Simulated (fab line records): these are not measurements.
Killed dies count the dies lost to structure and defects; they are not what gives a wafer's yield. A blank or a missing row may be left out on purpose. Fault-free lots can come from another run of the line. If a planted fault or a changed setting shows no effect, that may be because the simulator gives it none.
fab line records	flow sky130
[record] lots = 13	wafers = 39	last-day = 50
route steps=708 shown POLY_GATE@229 LDD_HVN@271 LDD_HVP@288 PAD_OPEN@708
lots with no fault: from the same line, run without faults
start-h: the number of hours between the record's first day and the start of the first shown wafer of the lot	wait-h: hours from the lot's prior step to this one	" identical to the entry in the row above	L1.1+2: a single row standing in for several wafers	- either no value or no given start	* or withheld: withheld	< > ~ a bound
route shown NAME@n: names a module that has steps shown in the file, with the first one's number in the route	usual: mean/standard deviation of fault-free wafers	same: alike in all rows	chamber/n: place in a boat	sites: per-site readings	_std_site: standard deviation across them	_edge_site: mean of outer sites minus mean of inner sites	radius-mm: how far each site lies from the wafer's centre	mask NAME#n: copy n	behind: the tool/chamber that last shaped the wafer	hold: the reason the lot was held/the length of the hold in hours/how it ended	device: names the non-switching transistor (n, p or np)	end of line: tests of these same wafers at the route's end	a step given without rows: its recipe and nothing more	killed: not the wafer's yield, but the dies lost to structure and defects at the first sort	map: the dies of a wafer, with x for killed, . for not killed, _ for no die there
set.NAME: the setting as run; set.NAME@STEP: as run at that earlier step	model.NAME: the simulator's own value behind a step, which no gauge read
the route's steps for a sample of lots (tables are steps, rows are wafers)
services: when a tool's chamber went out of use (start-h, in hours from the record's first day, below 0 if earlier), for how many hours, and the reason
[[steps]]
[step SKY_POLY_GATE_ETCH_15]
[recipe] chemistry = N2/H2	target = BARC	ion-energy-ev = 200	source-w = 500	bias-w = 100	pressure-mtorr = 30	n2-flow-sccm = 100	h2-flow-sccm = 200	stop-on = SiO2	time-s = 118.5	target-depth-a = 1100
[usual] drypump-motor-current-A = 5.7/0.39	oes-product-au = 0.717/0.0045	rf-fwd-power-W = 497.2/1.7	throttle-valve-pct = 13.211/0.0097
lot.wafer	tool	chamber	start-h	wait-h	drypump-motor-current-A	oes-product-au	rf-fwd-power-W	rf-hours-counter-h	throttle-valve-pct
L788.1	rie-diel-01	3	358.55	0.0	6.1	0.715	497.8	80	13.223
L788.3	"	0	"	"	5.0	0.706	495.6	11	13.211
L788.5	"	3	"	"	6.1	0.714	497.8	-	13.208
L789.3	rie-diel-04	2	372.79	0.0	5.4	0.704	497.2	46	13.205
L789.4	"	3	"	"	5.3	0.717	497.5	15	13.214
L789.5	"	3	"	"	5.4	0.719	498.5	-	13.211
L790.2	rie-diel-04	2	407.88	0.0	5.3	0.727	498.1	47	13.217
L790.5	"	2	"	"	5.3	0.719	498.8	-	13.214
L790.6	"	3	"	"	5.3	0.716	498.2	-	13.205
L791.1	rie-diel-01	1	417.08	0.0	5.8	0.717	499.6	0	13.210
L791.3	"	2	"	"	5.7	0.717	497.4	65	13.206
L791.5	"	0	"	"	5.0	0.712	492.6	-	13.232
L792.3	rie-diel-02	1	436.75	0.0	6.3	0.713	497.5	92	13.206
L792.4	"	2	"	"	5.6	0.715	499.3	2	13.211
L792.6	"	2	"	"	5.6	0.718	501.3	-	13.218
L794.1	rie-diel-02	0	441.54	0.0	6.2	0.711	496.6	57	13.215
L794.2	"	2	"	"	5.6	0.718	498.0	2	13.210
L794.6	"	1	"	"	6.3	0.718	493.9	-	13.190
L797.1	rie-diel-01	0	447.23	0.0	4.9	0.722	495.2	13	13.209
L797.2	"	3	"	"	6.0	0.720	497.6	82	13.217
L797.6	"	2	"	"	5.7	0.715	495.1	-	13.216
L799.1	rie-diel-01	2	467.10	0.0	5.7	0.715	498.2	66	13.216
L799.2	"	1	"	"	5.8	0.724	497.9	1	13.189
L799.6	"	3	"	"	6.1	0.715	496.5	-	13.197
L800.2	rie-diel-04	2	482.29	0.0	5.4	0.713	498.6	48	13.200
L800.3	"	1	"	"	5.5	0.721	495.1	6	13.215
L800.6	"	3	"	"	5.3	0.719	496.6	-	13.209
L802.2	rie-diel-01	3	497.89	0.0	6.0	0.720	496.8	82	13.208
L802.3	"	0	"	"	5.0	0.712	494.2	14	13.216
L802.5	"	1	"	"	5.8	0.715	498.4	-	13.209
L804.4	rie-diel-04	1	506.12	0.1	5.5	0.723	496.4	-	13.200
L804.5	"	2	"	"	5.3	0.723	496.8	-	13.215
L804.6	"	0	"	"	5.3	0.716	498.8	-	13.199
L809.1	rie-diel-01	2	556.33	0.0	5.7	0.716	497.5	68	13.204
L809.4	"	3	"	"	6.1	0.721	498.6	0	13.209
L809.6	"	1	"	"	5.8	0.720	497.9	-	13.208
L811.2	rie-diel-04	0	578.53	0.0	5.3	0.722	496.9	17	13.225
L811.3	"	2	"	"	5.4	0.718	496.8	50	13.209
L811.5	"	3	"	"	5.3	0.720	495.2	-	13.223
[step SKY_POLY_GATE_CD_MEAS_22]
[usual] cd-nm = 150.7/1.7
lot.wafer	tool	chamber	start-h	wait-h	cd-nm
L788.1	cd-sem-01	-	364.15	0.1	152.4
L788.3	"	-	"	"	150.6
L788.5	"	-	"	"	151.8
L789.3	cd-sem-01	-	377.74	0.1	154.2
L789.4	"	-	"	"	150.8
L789.5	"	-	"	"	151.9
L790.2	cd-sem-01	-	409.61	0.1	151.1
L790.5	"	-	"	"	151.4
L790.6	"	-	"	"	152.5
L791.1	cd-sem-01	-	420.44	0.1	149.9
L791.3	"	-	"	"	151.4
L791.5	"	-	"	"	149.9
L792.3	cd-sem-02	-	440.45	0.1	151.1
L792.4	"	-	"	"	152.5
L792.6	"	-	"	"	150.7
L794.1	cd-sem-01	-	444.42	0.1	150.2
L794.2	"	-	"	"	150.5
L794.6	"	-	"	"	151.1
L797.1	cd-sem-02	-	449.46	0.1	149.6
L797.2	"	-	"	"	151.7
L797.6	"	-	"	"	151.1
L799.1	cd-sem-01	-	468.79	0.1	155.0
L799.2	"	-	"	"	150.5
L799.6	"	-	"	"	153.9
L800.2	cd-sem-02	-	484.03	0.1	149.1
L800.3	"	-	"	"	148.0
L800.6	"	-	"	"	152.3
L802.2	cd-sem-01	-	501.37	0.1	152.1
L802.3	"	-	"	"	150.5
L802.5	"	-	"	"	148.4
L804.4	cd-sem-01	-	507.86	0.1	149.1
L804.5	"	-	"	"	149.3
L804.6	"	-	"	"	149.7
L809.1	cd-sem-01	-	558.03	0.1	150.1
L809.4	"	-	"	"	148.3
L809.6	"	-	"	"	150.7
L811.2	cd-sem-01	-	580.26	0.1	152.7
L811.3	"	-	"	"	153.7
L811.5	"	-	"	"	154.8
[step SKY_LDD_HVN_EXPOSE_04]
[recipe] mask-id = HVNTM	na = 0.6	source-shape = conventional	sigma-outer = 0.6	polarization = unpolarized	target-cd-nm = 700	dose-mj = 127
lot.wafer	tool	chamber	start-h	wait-h	mask
L788.1+3+5	iline-stepper-01	0	437.20	-	HVNTM#0
L789.3+4+5	iline-stepper-02	0	453.00	-	HVNTM#0
L790.2+5+6	iline-stepper-02	0	485.75	-	HVNTM#0
L791.1+3+5	iline-stepper-01	0	499.06	-	HVNTM#0
L792.3+4+6	iline-stepper-02	0	518.15	-	HVNTM#0
L794.1+2+6	iline-stepper-02	0	522.22	-	HVNTM#0
L797.1+2+6	iline-stepper-02	0	527.49	-	HVNTM#0
L799.1+2+6	iline-stepper-02	0	545.46	-	HVNTM#0
L800.2+3+6	iline-stepper-01	0	559.89	-	HVNTM#0
L802.2+3+5	iline-stepper-01	0	577.84	-	HVNTM#0
L804.4+5+6	iline-stepper-01	0	583.30	-	HVNTM#0
L809.1+4+6	iline-stepper-01	0	633.73	-	HVNTM#0
L811.2+3+5	iline-stepper-01	0	655.69	-	HVNTM#0
[step SKY_LDD_HVN_OVL_MEAS_07]
[usual] LDD_HVN_OVL = -0.6/1.3
lot.wafer	tool	chamber	start-h	wait-h	LDD_HVN_OVL[nm]
L788.1	overlay-02	-	452.19	0.1	0.1
L788.3	"	-	"	"	-1.1
L788.5	"	-	"	"	0.9
L789.3	overlay-02	-	468.70	0.1	-0.5
L789.4	"	-	"	"	0.0
L789.5	"	-	"	"	-1.3
L790.2	overlay-02	-	501.99	0.1	-2.0
L790.5	"	-	"	"	-0.6
L790.6	"	-	"	"	0.4
L791.1	overlay-02	-	513.14	0.1	1.3
L791.3	"	-	"	"	0.1
L791.5	"	-	"	"	0.6
L792.3	overlay-01	-	533.50	0.1	55.7
L792.4	"	-	"	"	57.7
L792.6	"	-	"	"	56.0
L794.1	overlay-02	-	537.45	0.1	55.7
L794.2	"	-	"	"	55.3
L794.6	"	-	"	"	57.1
L797.1	overlay-02	-	541.99	0.1	54.8
L797.2	"	-	"	"	55.4
L797.6	"	-	"	"	55.5
L799.1	overlay-01	-	559.78	0.1	55.6
L799.2	"	-	"	"	54.6
L799.6	"	-	"	"	54.4
L800.2	overlay-02	-	574.79	0.1	-0.5
L800.3	"	-	"	"	0.9
L800.6	"	-	"	"	-0.6
L802.2	overlay-01	-	593.10	0.1	-0.7
L802.3	"	-	"	"	-0.4
L802.5	"	-	"	"	0.5
L804.4	overlay-02	-	597.71	0.1	1.5
L804.5	"	-	"	"	-0.5
L804.6	"	-	"	"	1.8
L809.1	overlay-01	-	647.09	0.1	-0.9
L809.4	"	-	"	"	0.1
L809.6	"	-	"	"	-0.6
L811.2	overlay-02	-	669.15	0.1	-1.7
L811.3	"	-	"	"	-1.7
L811.5	"	-	"	"	-0.1
[step SKY_LDD_HVP_TW_MEAS_10]
[usual] LDD_HVP_TW = 458/3.3
lot.wafer	tool	chamber	start-h	wait-h	LDD_HVP_TW
L788.1	film-metro-01	-	483.33	0.1	459
L788.3	"	-	"	"	460
L788.5	"	-	"	"	463
L789.3	film-metro-02	-	499.93	0.1	454
L789.4	"	-	"	"	454
L789.5	"	-	"	"	457
L790.2	film-metro-02	-	532.83	0.1	457
L790.5	"	-	"	"	455
L790.6	"	-	"	"	457
L791.1	film-metro-01	-	543.66	0.1	461
L791.3	"	-	"	"	459
L791.5	"	-	"	"	460
L792.3	film-metro-02	-	563.65	0.1	458
L792.4	"	-	"	"	458
L792.6	"	-	"	"	459
L794.1	film-metro-02	-	567.31	0.1	461
L794.2	"	-	"	"	458
L794.6	"	-	"	"	457
L797.1	film-metro-01	-	571.92	0.1	461
L797.2	"	-	"	"	458
L797.6	"	-	"	"	462
L799.1	film-metro-01	-	589.86	0.1	460
L799.2	"	-	"	"	459
L799.6	"	-	"	"	462
L800.2	film-metro-02	-	604.53	0.1	453
L800.3	"	-	"	"	456
L800.6	"	-	"	"	455
L802.2	film-metro-04	-	622.84	0.1	463
L802.3	"	-	"	"	463
L802.5	"	-	"	"	461
L804.4	film-metro-01	-	627.19	0.1	464
L804.5	"	-	"	"	463
L804.6	"	-	"	"	465
L809.1	film-metro-04	-	676.31	0.1	457
L809.4	"	-	"	"	458
L809.6	"	-	"	"	457
L811.2	film-metro-02	-	697.84	0.1	453
L811.3	"	-	"	"	453
L811.5	"	-	"	"	450
[step SKY_PAD_OPEN_PROBE_99]
[usual] killed_at_M0_to_M3 = 43/7.4	killed_at_M4_up = 3.1/1.8	killed-at-contacts = 26/5.6	killed-at-front-end = 15/4.9	killed-at-other = 0.2/0.44	killed-dies = 87/10	killed-open = 48/7.6	killed-short = 39/6.2
[same] gross-dies = 492	killed-at-back-side = 0
lot.wafer	tool	chamber	start-h	wait-h	killed_at_M0_to_M3	killed_at_M4_up	killed-at-contacts	killed-at-front-end	killed-at-other	killed-dies	killed-open	killed-short
L791.1	prober-01	-	1104.82	0.1	54	4	22	13	2	95	46	48
L791.3	prober-01	-	1104.92	0.2	37	4	26	22	0	89	52	37
L791.5	prober-01	-	1105.02	0.2	57	2	17	18	0	94	41	53
L794.1	prober-02	-	1123.48	0.1	45	3	21	15	0	84	42	42
L794.2	prober-02	-	1123.53	0.1	54	1	30	7	0	92	44	48
L794.6	prober-02	-	1123.73	0.2	33	2	21	16	0	72	32	40
L797.1	prober-01	-	1125.57	0.1	42	4	23	11	0	80	41	39
L797.2	prober-01	-	1125.62	0.1	45	6	24	11	0	86	46	40
L797.6	prober-01	-	1125.82	0.2	38	1	20	9	0	68	34	34
L799.1	prober-02	-	1141.47	0.1	48	3	26	13	0	90	56	33
L799.2	prober-02	-	1141.52	0.1	45	3	37	12	0	97	58	38
L799.6	prober-02	-	1141.72	0.2	57	2	26	15	0	100	62	36
// killed by level:class
L791.1 VIA1:geometric-particle:open=10 CONTACT:geometric-particle:open=9 METAL2:geometric-particle:short=8 VIA2:geometric-particle:short=6 LI_CONTACT:geometric-particle:open=5 VIA2:geometric-particle:open=5 METAL1:geometric-particle:short=5 VIA3:geometric-particle:short=5
L791.3 CONTACT:geometric-particle:open=15 VIA1:geometric-particle:open=9 FIELD_ISO:geometric-particle:short=8 FIELD_ISO:geometric-particle:open=6 VIA3:geometric-particle:open=6 VIA2:geometric-particle:open=5 METAL2:geometric-particle:short=5 LI_CONTACT:geometric-particle:open=4
L791.5 VIA1:geometric-particle:open=13 VIA1:geometric-particle:short=9 CONTACT:geometric-particle:open=8 METAL3:geometric-particle:short=7 CONTACT:geometric-particle:short=6 METAL1:geometric-particle:short=6 POLY_GATE:geometric-particle:short=5 VIA3:geometric-particle:open=5
L794.1 METAL1:geometric-particle:short=11 CONTACT:geometric-particle:open=10 VIA3:geometric-particle:open=7 POLY_GATE:geometric-particle:short=6 VIA1:geometric-particle:open=6 FIELD_ISO:geometric-particle:open=4 LI_CONTACT:geometric-particle:open=4 VIA2:geometric-particle:short=3
L794.2 CONTACT:geometric-particle:open=10 VIA1:geometric-particle:open=9 METAL1:geometric-particle:short=8 LOCAL_INTERCONNECT:geometric-particle:short=8 VIA2:geometric-particle:open=7 CONTACT:geometric-particle:short=6 VIA3:geometric-particle:short=5 METAL3:geometric-particle:short=5
L794.6 FIELD_ISO:geometric-particle:short=7 METAL2:geometric-particle:short=6 LI_CONTACT:geometric-particle:open=6 CONTACT:geometric-particle:open=6 VIA2:geometric-particle:open=4 LOCAL_INTERCONNECT:geometric-particle:short=4 VIA1:geometric-particle:open=4 VIA1:geometric-particle:short=4
L797.1 METAL1:geometric-particle:short=8 VIA2:geometric-particle:open=7 VIA1:geometric-particle:open=7 METAL2:geometric-particle:short=7 CONTACT:geometric-particle:open=6 LI_CONTACT:geometric-particle:open=5 FIELD_ISO:geometric-particle:open=4 LI_CONTACT:geometric-particle:short=4
L797.2 LI_CONTACT:geometric-particle:open=8 VIA1:geometric-particle:open=8 CONTACT:geometric-particle:open=7 VIA3:geometric-particle:open=6 CONTACT:geometric-particle:short=5 VIA1:geometric-particle:short=5 METAL2:geometric-particle:short=5 VIA2:geometric-particle:short=5
L797.6 VIA1:geometric-particle:open=12 CONTACT:geometric-particle:open=8 CONTACT:geometric-particle:short=6 VIA3:geometric-particle:open=6 VIA1:geometric-particle:short=6 LOCAL_INTERCONNECT:geometric-particle:short=4 SPACER:geometric-particle:short=3 METAL2:geometric-particle:short=3
L799.1 VIA1:geometric-particle:open=17 LI_CONTACT:geometric-particle:open=14 VIA3:geometric-particle:open=7 POLY_GATE:geometric-particle:open=5 METAL2:geometric-particle:short=5 VIA2:geometric-particle:short=5 VIA2:geometric-particle:open=4 LOCAL_INTERCONNECT:geometric-particle:short=3
L799.2 CONTACT:geometric-particle:open=13 VIA1:geometric-particle:open=11 LI_CONTACT:geometric-particle:open=8 VIA3:geometric-particle:open=8 LOCAL_INTERCONNECT:geometric-particle:short=6 VIA2:geometric-particle:open=6 CONTACT:geometric-particle:short=6 POLY_GATE:geometric-particle:short=5
L799.6 VIA1:geometric-particle:open=14 CONTACT:geometric-particle:open=10 VIA3:geometric-particle:open=9 VIA2:geometric-particle:open=8 FIELD_ISO:geometric-particle:open=5 LI_CONTACT:geometric-particle:open=5 METAL1:geometric-particle:short=5 METAL2:geometric-particle:short=5
[[services]]
tool	chamber	start-h	hours	kind
iline-stepper-02	-	339.04	8.8	repair
iline-stepper-01	0	349.95	-	calibration
rie-diel-02	3	352.56	2.3	repair
rie-diel-04	-	400.61	0.6	repair
iline-stepper-02	-	417.07	2.7	repair
rie-diel-04	0	418.17	3.2	repair
iline-stepper-01	-	420.27	1.7	pm
rie-diel-04	1	421.33	3.9	repair
iline-stepper-02	-	423.92	3.8	repair
rie-diel-04	-	434.55	14.6	pm
rie-diel-01	3	451.99	10.3	repair
rie-diel-02	-	455.08	0.1	repair
rie-diel-04	-	466.51	2.0	repair
iline-stepper-01	-	469.15	4.4	pm
rie-diel-02	-	483.64	0.5	repair
iline-stepper-02	-	492.90	7.6	repair
rie-diel-04	3	506.00	8.4	repair
iline-stepper-02	-	509.75	1.7	pm
rie-diel-02	0	527.52	24.7	repair
rie-diel-02	0	556.85	6.9	repair
rie-diel-04	-	578.77	0.2	repair
rie-diel-01	-	609.57	28.1	pm
iline-stepper-01	-	638.45	1.7	pm
rie-diel-04	-	643.33	0.6	repair
[[key]]
[first-sign] step = SKY_LDD_HVN_OVL_MEAS_07	reading = LDD_HVN_OVL	direction = up	sigmas = 45	usual = -0.6	struck = 55.7
effect none on later readings
met-at SKY_LDD_HVN_EXPOSE_04
struck-lots L792,L794,L797,L799
tester-left-out L792,L794,L797,L799
not-acting-at SKY_POLY_GATE_ETCH_15,SKY_POLY_GATE_CD_MEAS_22,SKY_LDD_HVP_TW_MEAS_10
onset-between 485.75 518.15
[fault] kind = scanner-matching-overlay	tool = iline-stepper-02	chamber = -	onset-h = 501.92	steps = SKY_LDD_HVN_EXPOSE_04	offset = 57.029
// tester-left-out: of these lots the tester's yield and bins aren't shown, on N5 and GAA mostly nor the transistor test; their killed dies are dies lost to structure and defects alone, not to doping, threshold or leakage, so they don't give the yield
